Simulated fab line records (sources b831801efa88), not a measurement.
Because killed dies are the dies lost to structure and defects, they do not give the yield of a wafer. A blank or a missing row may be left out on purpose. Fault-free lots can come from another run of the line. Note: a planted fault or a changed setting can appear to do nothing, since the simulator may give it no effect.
Chamber matching | flow sky130 | SKY_CONTACT_CMP_04 on cmp-02 has 4 sister chambers
The step polishes SiO2. 16 wafers are shown with their chamber, then 7 later ones without.

== EACH WAFER AND ITS CHAMBER ==
wafer  | chamber | motor_current_A (A) | time_to_endpoint_s (s)
L784.1 | 2       | 12.5                | 83
L784.5 | 2       | 13.5                | 81
L784.6 | 3       | 11.0                | 81
L785.3 | 1       | 10.1                | 77
L785.4 | 2       | 12.9                | 83
L785.5 | 3       | 11.1                | 84
L786.1 | 3       | 11.5                | 83
L786.3 | 1       | 9.4                 | 78
L786.6 | 0       | 11.4                | 87
L787.1 | 2       | 12.9                | 78
L787.4 | 0       | 11.6                | 90
L787.6 | 0       | 11.5                | 85
L792.1 | 0       | 11.8                | 83
L792.5 | 1       | 9.0                 | 73
L792.6 | 2       | 13.0                | 78
L793.1 | 2       | 12.4                | 79

SIGNATURES (averages over the wafers above)
reading            | chamber 0 | chamber 1 | chamber 2 | chamber 3 | scatter within a chamber
motor_current_A    | 11.575    | 9.500     | 12.867    | 11.200    | 0.368
time_to_endpoint_s | 86.25     | 76.00     | 80.33     | 82.67     | 2.46
Rule: distance of a wafer from a chamber = root of the sum over the readings of ((wafer's reading minus chamber's mean) / reading's scatter) squared. The wafer belongs to the nearest chamber; if the next one is less than 2 further off, it can't be placed. The scatter is the square root of a quotient: the sum, over the shown wafers, of each reading's squared deviation from its chamber's mean, divided by wafers minus chambers.

== WAFERS WHOSE CHAMBER IS MISSING ==
wafer  | motor_current_A (A) | time_to_endpoint_s (s)
L793.2 | 11.4                | 88
L793.6 | 11.8                | 89
L795.1 | 11.7                | 83
L795.2 | 11.3                | 80
L795.6 | 9.3                 | 76
L800.2 | 11.6                | 91
L800.3 | 9.5                 | 85

== CHAMBER TAKEN BY EACH ==
wafer  | from the rows above          | in truth
L793.2 | can't be placed: 0 or 3      | 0
L793.6 | can't be placed: 0 or 3      | 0
L795.1 | can't be placed: 0 or 3 or 2 | 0
L795.2 | can't be placed: 3 or 0      | 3
L795.6 | 1                            | 1
L800.2 | can't be placed: 0 or 3      | 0
L800.3 | can't be placed: 1 or 3      | 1
Correct placement for 1 of the 7. Can't be placed from these rows: 6 (the true chamber is among the candidates in 6). Placed wrongly: 0.
